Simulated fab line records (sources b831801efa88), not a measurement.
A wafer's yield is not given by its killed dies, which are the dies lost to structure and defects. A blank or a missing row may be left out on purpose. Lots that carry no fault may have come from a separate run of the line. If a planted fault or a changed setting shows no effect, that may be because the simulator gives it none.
2 desks looking at one fault | flow gf180mcu | only its own numbers are on each desk; what lay behind them is given at the end

== THE TOOL OWNER'S DESK: rie_diel-01 ==
The tool's own readings at GF_V2_ETCH_16 (etches BARC in N2/H2): means of the sampled wafers that have a number, for each lot that ran on this tool. If a lot's mean is further than 4 standard deviations from the usual mean, the lot is out of limits and carries the mark OUT (the distance appears in the brackets).
Columns: A = chamber_pressure_mTorr at GF_V2_ETCH_16, usual 29.999 mTorr; B = drypump_motor_current_A at GF_V2_ETCH_16, usual 5.6 A; C = oes_product_au at GF_V2_ETCH_16, usual 0.854 a.u.; D = rf_fwd_power_W at GF_V2_ETCH_16, usual 495.6 W; E = throttle_valve_pct at GF_V2_ETCH_16, usual 13.225 %
lot  | first seen here | A      | B   | C     | D               | E
L884 | day 22 05:39    | 29.990 | 5.5 | 0.852 | 494.1           | 13.230
L885 | day 22 11:44    | 30.017 | 5.5 | 0.856 | 575.1 (+44) OUT | 13.238
L887 | day 23 06:53    | 29.987 | 5.2 | 0.851 | 575.3 (+44) OUT | 13.224
L896 | day 26 09:56    | 30.013 | 5.3 | 0.858 | 495.4           | 13.227
This desk finds L885, L887 out of limits, L885 being first, at day 22 11:44 (rf_fwd_power_W at GF_V2_ETCH_16). L884, L896 stayed within limits.

== FROM THE METROLOGY DESK ==
What the gauges read for every lot (on any tool): the sampled wafers with a number, averaged. If a lot's mean is further than 4 standard deviations from the usual mean, the lot is out of limits and carries the mark OUT (the distance appears in the brackets).
Columns: A = M3_ALCU_THK at GF_M3_THK_MEAS_06, usual 449 nm
lot  | first seen here | A
L884 | day 22 07:21    | 450
L885 | day 22 13:27    | 452
L887 | day 23 08:36    | 447
L890 | day 24 14:02    | 453
L891 | day 24 17:52    | 449
L892 | day 25 01:55    | 445
L893 | day 25 07:57    | 458
L895 | day 25 21:50    | 450
L896 | day 26 11:44    | 446
L898 | day 27 00:07    | 447
L899 | day 27 05:57    | 449
L900 | day 27 12:10    | 450
L902 | day 28 06:20    | 449
Result from this desk: across the 13 lots, nothing is out of limits.

== PUT TOGETHER ==
An alarm could have come from the tool owner's desk at day 22 11:44, on L885, L887.
Metrology desk: nothing out of limits seen.
The metrology desk has L885, L887 on record, within its limits.
Of the lots named, all ran GF_V2_ETCH_16 on rie_diel-01.

== WHAT WAS PUT IN BY THE SIMULATOR ==
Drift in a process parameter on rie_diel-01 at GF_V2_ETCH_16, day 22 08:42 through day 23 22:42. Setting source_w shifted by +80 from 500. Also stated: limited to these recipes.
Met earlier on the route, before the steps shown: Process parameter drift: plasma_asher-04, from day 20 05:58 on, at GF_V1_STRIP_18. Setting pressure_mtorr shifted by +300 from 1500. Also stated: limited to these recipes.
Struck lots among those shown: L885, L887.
How many hours passed from the start of the fault until each desk's first out-of-limits reading: the tool owner's desk, 3.
